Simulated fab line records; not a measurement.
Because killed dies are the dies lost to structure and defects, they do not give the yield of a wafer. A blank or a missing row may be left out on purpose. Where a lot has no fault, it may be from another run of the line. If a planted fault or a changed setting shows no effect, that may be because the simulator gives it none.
Struck lot and sound lot, side by side :: flow sky130 :: 27 out of 708 route steps
Sound: the wafers L216.2, L216.4, L216.5. Wafers L220.1, L220.3, L220.6 were the ones struck. The cause is named last.
Each step with rows lists, per side, the tool, then ch with its chambers, then its first start. Under that, the readings that differ: sound wafers :: struck wafers :: difference of the means :: sigmas: that difference in standard deviations of wafers without a fault.
alike: readings whose means differ by less than 2 such deviations, and words and numbers that are the same on both sides. not compared: withheld readings, readings that some wafer has no value for, bounds like >300 that may hide the same value, and numbers for which the record gives no deviation and whose values overlap.
The two part at a step that has a row with sigmas, a row that says differs or no value, or rows on one side only. When numbers do not overlap yet have no deviation, they are printed without sigmas and do not part them. A reading that every wafer of one side lacks parts them only if that side has two wafers or more.

first, 3 steps without rows for these wafers: SKY_LDD_N_EXPOSE_04 (exposes mask NTM, target cd 840 nm); SKY_LDD_N_PEB_05; SKY_LDD_N_DEVELOP_06 (develop time 60 s).
SKY_LDD_N_OVL_MEAS_07:
  sound: overlay-02 at day 19 04:12; struck: overlay-02 at day 20 07:20
  alike: LDD_N_OVL
then, 8 steps without rows for these wafers: SKY_LDD_N_IMPLANT_08; SKY_LDD_N_IMPLANT_09; SKY_LDD_N_IMPLANT_10; SKY_LDD_N_IMPLANT_11; SKY_LDD_N_IMPLANT_12; SKY_LDD_N_IMPLANT_13; SKY_LDD_N_IMPLANT_14; SKY_LDD_N_IMPLANT_15.
SKY_LDD_N_STRIP_16: strips in O2/N2.
  sound on plasma_asher-04 ch 0,1, day 19 05:26; struck on plasma_asher-04 ch 0,1, day 20 08:34
  no value came back on the struck wafers for any of 5 readings (chamber_pressure_mTorr (mTorr), drypump_motor_current_A (A) and others); on the sound wafers chamber_pressure_mTorr (mTorr) reads 1500.8 1498.6 1500.4
reading: model.NOVOLAK_of_LDD_N_COAT_02.thk_nm (nm)
sound: 0 0 0
struck: 299.7 300.2 300.1
difference: +300.0
sigmas: 
  not compared: rf_hours_counter_h
SKY_LDD_N_TW_MEAS_17:
  sound: film_metro-03 at day 19 05:32; struck: film_metro-02 at day 20 08:40
  alike: LDD_N_TW
then, 7 steps without rows for these wafers: SKY_LDD_P_DEHYDRATE_00 (time 60 s); SKY_LDD_P_HMDS_01 (prime time 60 s); SKY_LDD_P_COAT_02 (resist thk 1140 nm); SKY_LDD_P_SOFTBAKE_03 (time 60 s); SKY_LDD_P_EXPOSE_04 (exposes mask PSDM, target cd 380 nm); SKY_LDD_P_PEB_05; SKY_LDD_P_DEVELOP_06 (develop time 60 s).
SKY_LDD_P_CD_MEAS_07: the cd target is 380 nm.
  sound: cd_sem-02 at day 20 12:16; struck: cd_sem-01 at day 21 15:38
  alike: cd_nm
SKY_LDD_P_OVL_MEAS_08:
  sound: overlay-01 at day 20 12:22; struck: overlay-01 at day 21 15:46
  alike: LDD_P_OVL
after that, 1 step had no rows for these wafers: SKY_LDD_P_IMPLANT_09.
SKY_LDD_P_STRIP_10: strips in O2/N2.
  sound on plasma_asher-04 ch 0,1, day 20 12:32; struck on plasma_asher-02 ch 0,1, day 21 15:56
reading: strip_time_to_endpoint_s (s)
sound: 14.24 14.24 14.25
struck: 18.68 18.75 18.74
difference: +4.48
sigmas: +99 or more
  alike: chamber_pressure_mTorr, drypump_motor_current_A, n2_flow_sccm, oes_product_au
  not compared: rf_hours_counter_h
SKY_LDD_P_TW_MEAS_11:
  sound: film_metro-02 at day 20 12:39; struck: film_metro-02 at day 21 16:02
reading: LDD_P_TW
sound: 640 643 636
struck: 30 30 30
difference: -610
sigmas: -85
then, 1 step without rows for these wafers: SKY_LDD_HVN_DEHYDRATE_00 (time 60 s).

WHERE THEY PART
Last at SKY_LDD_P_TW_MEAS_11 as far as this record goes, first at SKY_LDD_N_STRIP_16.

WHY: what had been put in by the simulator
Beginning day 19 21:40, the whole step at SKY_LDD_N_STRIP_16 was skipped on plasma_asher-04. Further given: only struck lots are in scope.
